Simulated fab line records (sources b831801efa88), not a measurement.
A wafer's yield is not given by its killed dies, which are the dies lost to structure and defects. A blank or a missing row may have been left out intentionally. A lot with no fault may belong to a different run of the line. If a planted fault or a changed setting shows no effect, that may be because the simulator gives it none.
fab line records | flow sfqLine
[record] lots = 14 | wafers = 42 | lastDay = 89
route steps=325 shown L0@14 I1@84 M2@95 JJ@196 R5@215
lots that met no fault: taken from a fault-free run of the same line
startH: hours from the record's opening day to when the first of the lot's shown wafers began | waitH: how many hours have passed since the lot's step before this one | " repeats the value in the row above | L1.1+2: a single row standing in for several wafers | - no value, or no start was given | * or withheld: withheld | < > ~ a bound
route shown NAME@n: a module of which the file shows steps, and the number in the route of the first | usual: mean/standard deviation taken from wafers without a fault | same: alike in all rows | chamber/n: place in a boat | sites: per-site readings | _std_site: standard deviation across them | _edge_site: inner sites' mean taken away from outer sites' mean | radiusMm: for every site, how far away it sits from the centre of the wafer | mask NAME#n: copy n | behind: the last tool/chamber to shape the wafer | hold: what put the lot on hold/how long, in hours/how the hold closed | device: the transistor (n, p or np) that didn't switch | end of line: at the end of the route, the tests of the same wafers | for a step that has no rows: nothing shown but its recipe | killed: not the wafer's yield, but the dies lost to structure and defects at the first sort | map: per-die view of a wafer (x killed, . not killed, _ where there is no die)
set.NAME: the setting the step ran with; set.NAME@STEP: the setting that earlier step ran with | model.NAME: the simulator's own value behind a step, which no gauge read
a sample of lots followed through the steps of the route, with each step as a table and each wafer as a row
services: a tool's chamber out of use, with start hour (startH, from the record's first day; less than 0 if before it), hours out, and reason
[[steps]]
[step SFQ_TRILAYER_L0_STRIP_STRIP_009]
[recipe] gas = O2 | powerW = 200 | platenTempC = 40 | overashFraction = 0.65 | chemistry = O2 | pressureMtorr = 50
[usual] drypumpMotorCurrentA = 5.53/0.18 | heBacksideLeakSccm = 3.45/0.24 | oesProductAu = 0.999/0.012
lot.wafer | tool        | chamber | startH | waitH | drypumpMotorCurrentA | heBacksideLeakSccm | oesProductAu | rfHoursCounterH
L910.1    | rieMetal-04 | 0       | 76.48  | 0.0   | 5.57                 | 3.70               | 1.001        | 148
L910.2    | "           | 1       | "      | "     | 5.56                 | 3.64               | 0.988        | 55
L910.6    | "           | 1       | "      | "     | 5.54                 | 3.51               | 0.992        | -
L912.1    | rieMetal-04 | 0       | 89.68  | 0.0   | 5.58                 | 3.52               | 0.997        | 152
L912.4    | "           | 1       | "      | "     | 5.60                 | 3.70               | 0.985        | -
L912.6    | "           | 1       | "      | "     | 5.55                 | 3.20               | 0.979        | -
L913.1    | rieMetal-01 | 0       | 95.68  | 0.0   | 5.40                 | 3.39               | 0.994        | 89
L913.5    | "           | 0       | "      | "     | 5.37                 | 3.32               | 1.002        | -
L913.6    | "           | 1       | "      | "     | 5.58                 | 3.47               | 1.011        | -
L915.1    | rieMetal-04 | 0       | 106.48 | 0.0   | 5.60                 | 3.71               | 0.998        | 155
L915.3    | "           | 1       | "      | "     | 5.59                 | 3.46               | 0.981        | -
L915.4    | "           | 0       | "      | "     | 5.59                 | 3.42               | 0.999        | -
L917.4    | rieMetal-03 | 0       | 117.48 | 0.2   | 5.16                 | 3.61               | 0.998        | -
L917.5    | "           | 0       | "      | "     | 5.15                 | 3.64               | 1.006        | -
L917.6    | "           | 1       | "      | "     | 5.80                 | 3.23               | 1.000        | -
L918.2    | rieMetal-03 | 1       | 124.48 | 0.0   | 5.82                 | 3.22               | 1.013        | 14
L918.3    | "           | 1       | "      | "     | 5.81                 | 3.19               | 1.015        | -
L918.4    | "           | 0       | "      | "     | 5.17                 | 3.45               | 1.004        | -
L920.1    | rieMetal-01 | 1       | 138.43 | 0.0   | 5.57                 | 3.44               | 1.012        | 38
L920.4    | "           | 0       | "      | "     | 5.40                 | 3.31               | 0.994        | -
L920.5    | "           | 1       | "      | "     | 5.59                 | 3.43               | 1.017        | -
L921.2    | rieMetal-04 | 1       | 142.03 | 0.0   | 5.56                 | 3.82               | 0.989        | 71
L921.4    | "           | 0       | "      | "     | 5.59                 | 3.65               | 0.986        | -
L921.6    | "           | 1       | "      | "     | 5.59                 | 4.06               | 0.988        | -
L922.1    | rieMetal-03 | 1       | 144.43 | 0.0   | 5.80                 | 3.35               | 1.005        | 17
L922.3    | "           | 1       | "      | "     | 5.82                 | 3.32               | 1.016        | -
L922.4    | "           | 0       | "      | "     | 5.14                 | 3.40               | 0.999        | -
L923.1    | rieMetal-01 | 0       | 150.23 | 0.0   | 5.40                 | 3.19               | 0.999        | 97
L923.2    | "           | 1       | "      | "     | 5.63                 | 3.59               | 1.008        | 40
L923.4    | "           | 1       | "      | "     | 5.60                 | 3.52               | 1.006        | -
L924.1    | rieMetal-03 | 1       | 156.23 | 0.0   | 5.80                 | 3.32               | 0.999        | 19
L924.5    | "           | 0       | "      | "     | 5.17                 | 3.37               | 0.990        | -
L924.6    | "           | 1       | "      | "     | 5.79                 | 3.33               | 1.006        | -
L925.2    | rieMetal-01 | 0       | 162.23 | 0.0   | 5.41                 | 3.51               | 1.006        | 99
L925.4    | "           | 0       | "      | "     | 5.41                 | 3.41               | 1.005        | -
L925.6    | "           | 1       | "      | "     | 5.59                 | 3.43               | 1.015        | -
L932.1    | rieMetal-03 | 1       | 204.23 | 0.0   | 5.81                 | 3.26               | 1.018        | 27
L932.3    | "           | 1       | "      | "     | 5.83                 | 3.21               | 1.011        | -
L932.4    | "           | 0       | "      | "     | 5.16                 | 3.50               | 1.012        | -
L933.2    | rieMetal-04 | 0       | 210.23 | 0.0   | 5.57                 | 3.38               | 0.989        | 175
L933.4    | "           | 1       | "      | "     | 5.54                 | 3.84               | 0.986        | -
L933.5    | "           | 1       | "      | "     | 5.59                 | 3.89               | 0.983        | -
[step SFQ_TRILAYER_I1_VIA_BARC_OPEN_VIA_ETCH_071]
[recipe] maskMaterial = PR | chemistry = O2 | targetDepthNm = 125 | target = BARC | sourceW = 500 | biasW = 80 | pressureMtorr = 30 | timeS = 41.7
[usual] biasW = 80.00/0.26 | chamberPressureMTorr = 30.005/0.025 | drypumpMotorCurrentA = 5.8/0.49 | oesProductAu = 0.685/0.0048
lot.wafer | tool       | chamber | startH | waitH | biasW | chamberPressureMTorr | drypumpMotorCurrentA | oesProductAu | rfHoursCounterH
L910.1    | rieDiel-02 | 1       | 352.70 | 0.0   | 80.44 | 30.019               | 6.3                  | 0.679        | 83
L910.2    | "          | 0       | "      | "     | 79.80 | 29.983               | 6.1                  | 0.686        | 7
L910.6    | "          | 1       | "      | "     | 80.46 | 30.038               | 6.3                  | 0.688        | -
L912.1    | rieDiel-03 | 3       | 372.65 | 0.0   | 80.16 | 30.005               | 6.0                  | 0.688        | 66
L912.4    | "          | 2       | "      | "     | 79.88 | 30.040               | 5.0                  | 0.681        | -
L912.6    | "          | 0       | "      | "     | 80.22 | 29.982               | 4.9                  | 0.682        | -
L913.1    | rieDiel-01 | 0       | 378.65 | 0.0   | 79.80 | 30.017               | 6.0                  | 0.686        | 54
L913.5    | "          | 0       | "      | "     | 80.10 | 30.048               | 6.0                  | 0.700        | -
L913.6    | "          | 1       | "      | "     | 79.74 | 29.980               | 4.8                  | 0.680        | -
L915.1    | rieDiel-02 | 2       | 405.05 | 0.0   | 80.04 | 29.980               | 6.0                  | 0.689        | 40
L915.3    | "          | 0       | "      | "     | 80.31 | 29.999               | 6.1                  | 0.687        | 8
L915.4    | "          | 3       | "      | "     | 79.77 | 30.063               | 5.6                  | 0.685        | 64
L917.4    | rieDiel-03 | 1       | 425.83 | 0.0   | 80.21 | 30.028               | 6.3                  | 0.676        | 1
L917.5    | "          | 2       | "      | "     | 80.37 | 29.984               | 5.0                  | 0.685        | -
L917.6    | "          | 1       | "      | "     | 79.78 | 30.024               | 6.3                  | 0.680        | -
L918.2    | rieDiel-01 | 3       | 434.23 | 0.0   | 79.53 | 30.037               | 5.8                  | 0.689        | 3
L918.3    | "          | 0       | "      | "     | 79.98 | 29.993               | 6.0                  | 0.683        | 55
L918.4    | "          | 1       | "      | "     | 80.04 | 30.036               | 4.8                  | 0.680        | 25
L920.1    | rieDiel-03 | 0       | 459.43 | 0.0   | 79.53 | 29.985               | 4.9                  | 0.687        | 3
L920.4    | "          | 1       | "      | "     | 79.93 | 30.019               | 6.3                  | 0.685        | 1
L920.5    | "          | 2       | "      | "     | 79.92 | 30.042               | 5.0                  | 0.680        | -
L921.2    | rieDiel-02 | 0       | 466.63 | 0.0   | 80.37 | 30.026               | 6.1                  | 0.682        | 9
L921.4    | "          | 1       | "      | "     | 80.04 | 29.968               | 6.3                  | 0.687        | 85
L921.6    | "          | 3       | "      | "     | 80.08 | 29.967               | 5.6                  | 0.681        | -
L922.1    | rieDiel-03 | 2       | 467.83 | 0.0   | 79.86 | 29.975               | 5.0                  | 0.681        | 69
L922.3    | "          | 1       | "      | "     | 80.11 | 30.005               | 6.3                  | 0.684        | 1
L922.4    | "          | 3       | "      | "     | 79.77 | 30.040               | 6.1                  | 0.687        | 68
L923.1    | rieDiel-01 | 0       | 475.13 | 0.0   | -     | -                    | -                    | -            | -
L923.2    | "          | 2       | "      | "     | -     | -                    | -                    | -            | -
L923.4    | "          | 3       | "      | "     | -     | -                    | -                    | -            | -
L924.1    | rieDiel-01 | 0       | 497.52 | 0.0   | -     | -                    | -                    | -            | -
L924.5    | "          | 3       | "      | "     | -     | -                    | -                    | -            | -
L924.6    | "          | 0       | "      | "     | -     | -                    | -                    | -            | -
L925.2    | rieDiel-02 | 0       | 511.92 | 0.0   | 79.75 | 29.979               | 6.1                  | 0.684        | 10
L925.4    | "          | 0       | "      | "     | 80.00 | 30.005               | 6.1                  | 0.684        | -
L925.6    | "          | 3       | "      | "     | 79.80 | 29.988               | 5.6                  | 0.687        | -
L932.1    | rieDiel-02 | 2       | 575.84 | 0.0   | 79.96 | 30.000               | 6.0                  | 0.679        | 42
L932.3    | "          | 0       | "      | "     | 79.97 | 30.031               | 6.1                  | 0.689        | 11
L932.4    | "          | 3       | "      | "     | 80.26 | 30.041               | 5.6                  | 0.684        | 67
L933.2    | rieDiel-01 | 3       | 584.24 | 0.0   | 80.24 | 29.989               | 5.8                  | 0.685        | 5
L933.4    | "          | 1       | "      | "     | 79.97 | 29.995               | 4.8                  | 0.683        | 27
L933.5    | "          | 2       | "      | "     | 79.69 | 29.997               | 5.8                  | 0.684        | -
[step SFQ_TRILAYER_I1_VIA_ETCH_VIA_ETCH_052]
[recipe] target = SiO2 | stopOn = Nb | maskMaterial = PR | taperDeg = 20 | chemistry = CHF3 | targetDepthNm = 260 | sourceW = 500 | biasW = 80 | pressureMtorr = 30 | timeS = withheld
[usual] biasW = 79.98/0.24 | chamberPressureMTorr = 30.001/0.03 | drypumpMotorCurrentA = 5.8/0.49 | oesProductAu = 0.854/0.0053
lot.wafer | tool       | chamber | startH | waitH | biasW | chamberPressureMTorr | drypumpMotorCurrentA | oesProductAu
L910.1    | rieDiel-02 | 1       | 352.74 | 0.0   | 79.53 | 30.064               | 6.3                  | 0.855
L910.2    | "          | 0       | "      | "     | 79.87 | 30.025               | 6.2                  | 0.847
L910.6    | "          | 1       | "      | "     | 79.56 | 29.975               | 6.3                  | 0.847
L912.1    | rieDiel-03 | 3       | 372.69 | 0.0   | 80.41 | 30.029               | 6.1                  | 0.851
L912.4    | "          | 2       | "      | "     | 79.93 | 30.027               | 5.0                  | 0.861
L912.6    | "          | 0       | "      | "     | 79.66 | 29.982               | 4.9                  | 0.858
L913.1    | rieDiel-01 | 0       | 378.69 | 0.0   | 80.07 | 29.972               | 6.0                  | 0.858
L913.5    | "          | 0       | "      | "     | 79.89 | 29.964               | 6.0                  | 0.857
L913.6    | "          | 1       | "      | "     | 80.20 | 29.980               | 4.8                  | 0.850
L915.1    | rieDiel-02 | 2       | 405.09 | 0.0   | 80.32 | 30.036               | 6.0                  | 0.860
L915.3    | "          | 0       | "      | "     | 80.05 | 29.946               | 6.1                  | 0.862
L915.4    | "          | 3       | "      | "     | 79.75 | 30.038               | 5.6                  | 0.853
L917.4    | rieDiel-03 | 1       | 425.87 | 0.0   | 79.87 | 30.039               | 6.3                  | 0.855
L917.5    | "          | 2       | "      | "     | 80.01 | 30.003               | 5.0                  | 0.860
L917.6    | "          | 1       | "      | "     | 79.72 | 30.012               | 6.3                  | 0.853
L918.2    | rieDiel-01 | 3       | 434.27 | 0.0   | 79.80 | 30.010               | 5.8                  | 0.854
L918.3    | "          | 0       | "      | "     | 80.12 | 30.008               | 6.0                  | 0.848
L918.4    | "          | 1       | "      | "     | 80.20 | 29.981               | 4.8                  | 0.853
L920.1    | rieDiel-03 | 0       | 459.47 | 0.0   | 80.23 | 29.999               | 4.9                  | 0.855
L920.4    | "          | 1       | "      | "     | 80.10 | 29.991               | 6.3                  | 0.845
L920.5    | "          | 2       | "      | "     | 80.10 | 30.010               | 5.0                  | 0.852
L921.2    | rieDiel-02 | 0       | 466.67 | 0.0   | 79.77 | 30.001               | 6.1                  | 0.845
L921.4    | "          | 1       | "      | "     | 79.68 | 30.007               | 6.3                  | 0.852
L921.6    | "          | 3       | "      | "     | 79.85 | 29.931               | 5.6                  | 0.847
L922.1    | rieDiel-03 | 2       | 467.87 | 0.0   | 80.07 | 30.013               | 5.0                  | 0.853
L922.3    | "          | 1       | "      | "     | 80.22 | 29.960               | 6.3                  | 0.853
L922.4    | "          | 3       | "      | "     | 80.05 | 29.960               | 6.0                  | 0.853
L923.1    | rieDiel-01 | 0       | 475.17 | 0.0   | 79.78 | 30.027               | 6.0                  | 0.378
L923.2    | "          | 2       | "      | "     | 79.90 | 30.001               | 5.8                  | 0.377
L923.4    | "          | 3       | "      | "     | 79.96 | 29.966               | 5.8                  | 0.371
L924.1    | rieDiel-01 | 0       | 497.56 | 0.0   | 80.06 | 29.994               | 6.0                  | 0.380
L924.5    | "          | 3       | "      | "     | 79.74 | 29.978               | 5.8                  | 0.375
L924.6    | "          | 0       | "      | "     | 80.10 | 30.004               | 6.0                  | 0.372
L925.2    | rieDiel-02 | 0       | 511.96 | 0.0   | 79.85 | 29.966               | 6.1                  | 0.849
L925.4    | "          | 0       | "      | "     | 80.00 | 29.968               | 6.1                  | 0.851
L925.6    | "          | 3       | "      | "     | 80.14 | 30.035               | 5.6                  | 0.857
L932.1    | rieDiel-02 | 2       | 575.88 | 0.0   | 80.03 | 29.969               | 6.0                  | 0.859
L932.3    | "          | 0       | "      | "     | 79.87 | 30.012               | 6.1                  | 0.848
L932.4    | "          | 3       | "      | "     | 80.08 | 30.033               | 5.6                  | 0.852
L933.2    | rieDiel-01 | 3       | 584.28 | 0.0   | 80.71 | 30.018               | 5.8                  | 0.852
L933.4    | "          | 1       | "      | "     | 79.70 | 30.008               | 4.8                  | 0.854
L933.5    | "          | 2       | "      | "     | 79.96 | 29.984               | 5.8                  | 0.866
[step SFQ_TRILAYER_M2_LITHO_EXPOSE_058]
[recipe] maskId = M2 | na = 0.6 | sourceShape = conventional | sigmaOuter = 0.65 | targetCdNm = 500 | doseMj = 14.4
[usual] exposureDoseMJCm2 = 14.399/0.012 | focusOffsetNm = -0.1/0.54
lot.wafer | tool          | chamber | startH | waitH | mask | exposureDoseMJCm2 | focusOffsetNm
L910.1    | krfScanner-01 | 0       | 375.92 | -     | M2#0 | 14.406            | -0.6
L910.2    | "             | 0       | "      | "     | M2#0 | 14.411            | 0.4
L910.6    | "             | 0       | "      | "     | M2#0 | 14.405            | -0.1
L912.1    | krfScanner-01 | 0       | 390.32 | -     | M2#0 | 14.396            | -0.2
L912.4    | "             | 0       | "      | "     | M2#0 | 14.393            | 0.2
L912.6    | "             | 0       | "      | "     | M2#0 | 14.400            | 0.7
L913.1    | krfScanner-01 | 0       | 396.32 | -     | M2#0 | 14.393            | -0.5
L913.5    | "             | 0       | "      | "     | M2#0 | 14.413            | 0.2
L913.6    | "             | 0       | "      | "     | M2#0 | 14.388            | -0.5
L915.1    | krfScanner-01 | 0       | 421.90 | -     | M2#0 | 14.408            | 0.1
L915.3    | "             | 0       | "      | "     | M2#0 | 14.381            | -1.1
L915.4    | "             | 0       | "      | "     | M2#0 | 14.406            | -0.5
L917.4    | krfScanner-01 | 0       | 441.70 | -     | M2#0 | 14.388            | -0.5
L917.5    | "             | 0       | "      | "     | M2#0 | 14.390            | -0.7
L917.6    | "             | 0       | "      | "     | M2#0 | 14.396            | 0.8
L918.2    | krfScanner-01 | 0       | 449.70 | -     | M2#0 | 14.395            | -0.4
L918.3    | "             | 0       | "      | "     | M2#0 | 14.411            | 0.0
L918.4    | "             | 0       | "      | "     | M2#0 | 14.388            | 0.3
L920.1    | krfScanner-01 | 0       | 474.80 | -     | M2#0 | 14.409            | 0.4
L920.4    | "             | 0       | "      | "     | M2#0 | 14.415            | 0.8
L920.5    | "             | 0       | "      | "     | M2#0 | 14.379            | 0.2
L921.2    | krfScanner-01 | 0       | 500.98 | -     | M2#0 | 14.408            | 0.5
L921.4    | "             | 0       | "      | "     | M2#0 | 14.419            | 0.6
L921.6    | "             | 0       | "      | "     | M2#0 | 14.415            | 0.2
L922.1    | krfScanner-01 | 0       | 504.38 | -     | M2#0 | 14.391            | -0.5
L922.3    | "             | 0       | "      | "     | M2#0 | 14.418            | -0.8
L922.4    | "             | 0       | "      | "     | M2#0 | 14.390            | -0.8
L923.1    | krfScanner-01 | -       | 511.58 | -     | M2#0 | -                 | -
L923.2    | "             | -       | "      | "     | M2#0 | -                 | -
L923.4    | "             | -       | "      | "     | M2#0 | -                 | -
L924.1    | krfScanner-01 | -       | 530.78 | -     | M2#0 | -                 | -
L924.5    | "             | -       | "      | "     | M2#0 | -                 | -
L924.6    | "             | -       | "      | "     | M2#0 | -                 | -
L925.2    | krfScanner-01 | 0       | 541.33 | -     | M2#0 | 14.379            | -0.4
L925.4    | "             | 0       | "      | "     | M2#0 | 14.395            | 0.4
L925.6    | "             | 0       | "      | "     | M2#0 | 14.365            | -0.2
L932.1    | krfScanner-01 | 0       | 609.11 | -     | M2#0 | 14.408            | -0.4
L932.3    | "             | 0       | "      | "     | M2#0 | 14.395            | -0.4
L932.4    | "             | 0       | "      | "     | M2#0 | 14.382            | -0.5
L933.2    | krfScanner-01 | 0       | 616.51 | -     | M2#0 | 14.406            | -0.3
L933.4    | "             | 0       | "      | "     | M2#0 | 14.384            | -0.3
L933.5    | "             | 0       | "      | "     | M2#0 | 14.394            | -1.0
[step SFQ_TRILAYER_JJ_CE_STRIP_STRIP_120]
[recipe] gas = O2 | powerW = 200 | platenTempC = 40 | overashFraction = 0.65 | chemistry = O2 | pressureMtorr = 50
[usual] drypumpMotorCurrentA = 5.52/0.2 | heBacksideLeakSccm = 3.5/0.35 | oesProductAu = 1.000/0.0094
lot.wafer | tool        | chamber | startH  | waitH | drypumpMotorCurrentA | heBacksideLeakSccm | oesProductAu | rfHoursCounterH
L910.1    | rieMetal-03 | 0       | 1018.99 | 0.0   | 5.16                 | 3.5                | 1.014        | 69
L910.2    | "           | 1       | "       | "     | 5.80                 | 3.3                | 1.012        | 2
L910.6    | "           | 0       | "       | "     | 5.14                 | 3.4                | 1.021        | -
L912.1    | rieMetal-04 | 0       | 1024.92 | 0.0   | 5.59                 | 3.7                | 1.005        | 113
L912.4    | "           | 0       | "       | "     | 5.60                 | 3.5                | 0.997        | -
L912.6    | "           | 0       | "       | "     | 5.58                 | 3.5                | 0.998        | -
L913.1    | rieMetal-03 | 0       | 1026.12 | 0.0   | 5.18                 | 3.4                | 1.004        | 71
L913.5    | "           | 1       | "       | "     | 5.79                 | 3.3                | 1.009        | -
L913.6    | "           | 0       | "       | "     | 5.19                 | 3.4                | 1.006        | -
L915.1    | rieMetal-03 | 1       | 1076.84 | 0.0   | 5.82                 | 3.3                | 1.006        | 10
L915.3    | "           | 1       | "       | "     | 5.81                 | 3.2                | 1.008        | -
L915.4    | "           | 0       | "       | "     | 5.17                 | 3.5                | 1.014        | -
L917.4    | rieMetal-04 | 0       | 1239.71 | 0.2   | 5.57                 | 3.6                | 1.006        | -
L917.5    | "           | 1       | "       | "     | 5.57                 | 3.8                | 0.999        | -
L917.6    | "           | 0       | "       | "     | 5.57                 | 3.8                | 0.999        | -
L918.2    | rieMetal-01 | 1       | 1246.59 | 0.0   | 5.55                 | 3.7                | 0.999        | 51
L918.3    | "           | 1       | "       | "     | 5.55                 | 3.7                | 1.014        | -
L918.4    | "           | 0       | "       | "     | 5.40                 | 3.3                | 0.987        | -
L920.1    | rieMetal-01 | 1       | 1401.36 | 0.0   | 5.60                 | 3.6                | 1.012        | 71
L920.4    | "           | 0       | "       | "     | 5.38                 | 3.4                | 0.985        | -
L920.5    | "           | 0       | "       | "     | 5.40                 | 3.6                | 0.994        | -
L921.2    | rieMetal-04 | 0       | 1408.56 | 0.0   | 5.56                 | 3.2                | 1.001        | 14
L921.4    | "           | 0       | "       | "     | 5.60                 | 3.0                | 0.994        | -
L921.6    | "           | 1       | "       | "     | 5.57                 | 3.6                | 0.993        | -
L922.1    | rieMetal-01 | 1       | 1412.66 | 0.0   | 5.56                 | 3.6                | 0.998        | 72
L922.3    | "           | 1       | "       | "     | 5.60                 | 3.5                | 0.999        | -
L922.4    | "           | 0       | "       | "     | 5.41                 | 3.5                | 0.987        | -
L923.1    | rieMetal-01 | 1       | 1428.58 | 0.0   | 5.56                 | 3.6                | 0.995        | 75
L923.2    | "           | 0       | "       | "     | 5.41                 | 3.3                | 0.990        | 117
L923.4    | "           | 0       | "       | "     | 5.39                 | 3.4                | 0.990        | -
L924.1    | rieMetal-03 | 0       | 1444.68 | 0.0   | 5.15                 | 3.8                | 1.009        | 124
L924.5    | "           | 0       | "       | "     | 5.16                 | 3.7                | 1.002        | -
L924.6    | "           | 1       | "       | "     | 5.78                 | 3.3                | 0.997        | -
L925.2    | rieMetal-03 | 1       | 1454.98 | 0.0   | 5.81                 | 3.3                | 1.013        | 58
L925.4    | "           | 0       | "       | "     | 5.19                 | 3.6                | 1.007        | -
L925.6    | "           | 0       | "       | "     | 5.18                 | 3.5                | 1.008        | -
L932.1    | rieMetal-03 | 1       | 1517.63 | 0.0   | 5.83                 | 3.4                | 0.989        | 69
L932.3    | "           | 1       | "       | "     | 5.81                 | 3.5                | 1.004        | -
L932.4    | "           | 0       | "       | "     | 5.13                 | 3.1                | 1.008        | -
L933.2    | rieMetal-01 | 1       | 1520.03 | 0.2   | 5.58                 | 3.5                | 1.002        | -
L933.4    | "           | 1       | "       | "     | 5.61                 | 3.4                | 0.989        | -
L933.5    | "           | 1       | "       | "     | 5.55                 | 3.4                | 1.016        | -
[step SFQ_R5_RS_MEAS_933]
[recipe] thkMeasGauge = four-point-probe | reads = Ti_of_TRILAYER_R5_DEP_SPUTTER_134+MoNx_of_TRILAYER_R5_DEP_SPUTTER_133+Ti_of_TRILAYER_R5_DEP_SPUTTER_132
[usual] R5_MONX_RS = 7.02/0.085
lot.wafer | tool         | chamber | startH  | waitH | R5_MONX_RS[ohm/sq]
L910.1    | filmMetro-03 | -       | 1179.06 | 0.0   | 7.15
L910.2    | "            | -       | "       | "     | 7.12
L910.6    | "            | -       | "       | "     | 7.04
L912.1    | filmMetro-04 | -       | 1182.06 | 0.0   | 6.94
L912.4    | "            | -       | "       | "     | 7.01
L912.6    | "            | -       | "       | "     | 7.07
L913.1    | filmMetro-01 | -       | 1190.39 | 0.0   | 6.95
L913.5    | "            | -       | "       | "     | 7.03
L913.6    | "            | -       | "       | "     | 7.03
L915.1    | filmMetro-01 | -       | 1194.06 | 0.0   | 6.95
L915.3    | "            | -       | "       | "     | 7.11
L915.4    | "            | -       | "       | "     | 6.99
L917.4    | filmMetro-03 | -       | 1257.50 | 0.1   | 6.98
L917.5    | "            | -       | "       | "     | 6.93
L917.6    | "            | -       | "       | "     | 6.90
L918.2    | filmMetro-04 | -       | 1266.46 | 0.0   | 7.06
L918.3    | "            | -       | "       | "     | 7.17
L918.4    | "            | -       | "       | "     | 7.16
L920.1    | filmMetro-04 | -       | 1410.66 | 0.0   | 7.10
L920.4    | "            | -       | "       | "     | 7.03
L920.5    | "            | -       | "       | "     | 7.08
L921.2    | filmMetro-04 | -       | 1417.72 | 0.0   | 6.96
L921.4    | "            | -       | "       | "     | 6.98
L921.6    | "            | -       | "       | "     | 6.99
L922.1    | filmMetro-04 | -       | 1423.02 | 0.0   | 6.98
L922.3    | "            | -       | "       | "     | 6.93
L922.4    | "            | -       | "       | "     | 6.99
L923.1    | filmMetro-03 | -       | 1439.82 | 0.0   | 6.82
L923.2    | "            | -       | "       | "     | 6.89
L923.4    | "            | -       | "       | "     | 6.83
L924.1    | filmMetro-01 | -       | 1453.35 | 0.0   | 7.05
L924.5    | "            | -       | "       | "     | 7.03
L924.6    | "            | -       | "       | "     | 7.07
L925.2    | filmMetro-03 | -       | 1463.48 | 0.0   | 7.00
L925.4    | "            | -       | "       | "     | 6.95
L925.6    | "            | -       | "       | "     | 6.98
L932.1    | filmMetro-03 | -       | 1662.08 | 0.0   | 7.02
L932.3    | "            | -       | "       | "     | 7.01
L932.4    | "            | -       | "       | "     | 7.09
L933.2    | filmMetro-03 | -       | 1666.30 | 0.0   | 6.98
L933.4    | "            | -       | "       | "     | 7.01
L933.5    | "            | -       | "       | "     | 7.10
[[services]]
tool          | chamber | startH | hours | kind
krfScanner-01 | -       | 114.81 | 1.3   | pm
krfScanner-01 | -       | 139.86 | 0.3   | repair
krfScanner-01 | -       | 141.39 | 1.0   | pm
krfScanner-01 | -       | 174.67 | 3.6   | pm
krfScanner-01 | -       | 247.86 | 2.9   | repair
krfScanner-01 | -       | 293.99 | 1.3   | pm
krfScanner-01 | -       | 308.64 | 9.1   | repair
krfScanner-01 | -       | 317.77 | 1.0   | pm
krfScanner-01 | -       | 365.57 | 0.8   | pm
krfScanner-01 | -       | 384.69 | 0.2   | repair
krfScanner-01 | -       | 467.50 | 1.3   | pm
krfScanner-01 | -       | 479.60 | 1.0   | pm
krfScanner-01 | -       | 480.15 | 15.8  | repair
krfScanner-01 | -       | 534.38 | 0.8   | pm
krfScanner-01 | -       | 547.13 | 4.4   | pm
krfScanner-01 | -       | 642.71 | 1.3   | pm
krfScanner-01 | -       | 648.81 | 1.0   | pm
krfScanner-01 | -       | 697.81 | 4.0   | pm
krfScanner-01 | -       | 703.03 | 0.8   | pm
krfScanner-01 | -       | 757.02 | 1.6   | repair
krfScanner-01 | -       | 783.18 | 0.7   | repair
krfScanner-01 | -       | 816.98 | 1.0   | pm
krfScanner-01 | -       | 819.18 | 1.3   | pm
krfScanner-01 | -       | 872.20 | 0.8   | pm
[[key]]
[firstSign] step = SFQ_TRILAYER_I1_VIA_BARC_OPEN_VIA_ETCH_071 | reading = toolRecord | direction = missing
[effect] step = SFQ_TRILAYER_I1_VIA_ETCH_VIA_ETCH_052 | reading = oesProductAu | direction = down | sigmas = 91 | usual = 0.854 | struck = 0.376
[effect] step = SFQ_TRILAYER_M2_LITHO_EXPOSE_058 | reading = toolRecord | direction = missing
metAt SFQ_TRILAYER_I1_VIA_BARC_OPEN_VIA_ETCH_071
struckLots L923,L924
notActingAt SFQ_TRILAYER_L0_STRIP_STRIP_009,SFQ_TRILAYER_JJ_CE_STRIP_STRIP_120,SFQ_R5_RS_MEAS_933
onsetBetween 434.23 475.13
[fault] kind = skippedStepWhole | tool = rieDiel-01 | chamber = - | onsetH = 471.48 | steps = SFQ_TRILAYER_I1_VIA_BARC_OPEN_VIA_ETCH_071 | scope = struckLotsOnly
